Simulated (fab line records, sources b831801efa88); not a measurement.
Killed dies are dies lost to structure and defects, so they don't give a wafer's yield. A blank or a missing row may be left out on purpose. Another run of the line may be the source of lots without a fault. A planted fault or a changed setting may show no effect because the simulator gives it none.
Code-filled problem report in 8D (eight disciplines) form | flow sky130 | the parts of the form that need people (team, actions taken, sign-off) are left out

== 1. WHAT WENT WRONG ==
Wafers without a fault read 0.947 a.u., standard deviation 0.0056; oesProductAu at SKY_VIA3_ETCH_15 reads a mean of 0.994 a.u. on 6 wafers belonging to 2 lots. Measured from the usual mean, that is +8.5 standard deviations.
The step: etches SiO2 in C4F8/O2/Ar, stops on TiN, target depth 507 nm, time 78 s.
First observed at day 43 13:01: wafer L730.2, on rieDiel-04. At this step, 36 wafers from 12 lots have a number in the record. The rule behind "out" and "out of limits": a value lying over 4 standard deviations away from the usual mean. The other wafers with a number count as sound.

== 2. WHAT IT IS; WHAT IT IS NOT ==
question                    | is                     | is not
which readings at this step | oesProductAu           | -
which lots                  | L730, L733             | L719, L721, L724, L727, L728, L729, L734, L735, L741, L742
which wafers of those lots  | all that have a number | -
read on which tools         | rieDiel-04             | rieDiel-01, rieDiel-03
when                        | from day 43 13:01      | up to then (18 sound wafers); but 12 sound wafers of L734, L735, L741, L742 came after

== 3. SUSPECTS, AND WHAT RULES EACH OUT ==
Counting: a tool at any process step up to the reading remains a suspect when it ran all the lots that are out and ran no sound lot after the first of those.
- cmp-01 at SKY_VIA3_CMP_02 (polishes SiO2): kept. It ran every lot that is out, first L730 (day 42 13:41), and no sound lot after that; its last sound lot up to then is L729 (day 42 03:28).
- rieDiel-04 at SKY_VIA3_ETCH_15 (etches SiO2 in C4F8/O2/Ar, stops on TiN, target depth 507 nm, time 78 s): ruled out as a lasting fault. Sound lots L741, L742 ran on it after its first lot that is out, L730 (day 43 13:01).
The count leaves cmp-01 at SKY_VIA3_CMP_02.

== 4. THE CAUSE (what the simulator had put in) ==
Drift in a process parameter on cmp-01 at SKY_VIA3_CMP_02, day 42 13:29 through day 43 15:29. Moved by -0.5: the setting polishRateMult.
This tool alone remained once counting was done.

== 5. SEQUENCE OF EFFECTS, ordered by route ==
One row per reading whose mean, taken over the struck wafers that have a number, lies over 3 standard deviations from the usual. Scope: only readings with a usual standard deviation given in the record; hours: median across lots of the time from each lot's start at the first step in this table that gives one to its start at this step; sigmas: change in usual standard deviations.
hours | step             | reading      | usual      | on struck wafers | change | sigmas
0     | SKY_VIA3_ETCH_15 | oesProductAu | 0.947 a.u. | 0.994            | +0.047 | +8.5
Here are the process steps it includes:
- SKY_VIA3_ETCH_15: etches SiO2 in C4F8/O2/Ar, stops on TiN, target depth 507 nm, time 78 s.

== 6. HOW IT WOULD HAVE BEEN CAUGHT EARLIER ==
The fault began at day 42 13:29; the first out-of-limits reading in this record came at day 43 13:01, 24 hours later.
Tool readings at SKY_VIA3_CMP_02 with a usual standard deviation given in the record: none out on any struck wafer, hence no alarm at a limit of 4 standard deviations on them.
The start of SKY_VIA3_CMP_02 on cmp-01 came by day 43 13:01 for every one of the lots that are out (2). A hold on the tool at that time would have spared none of them.
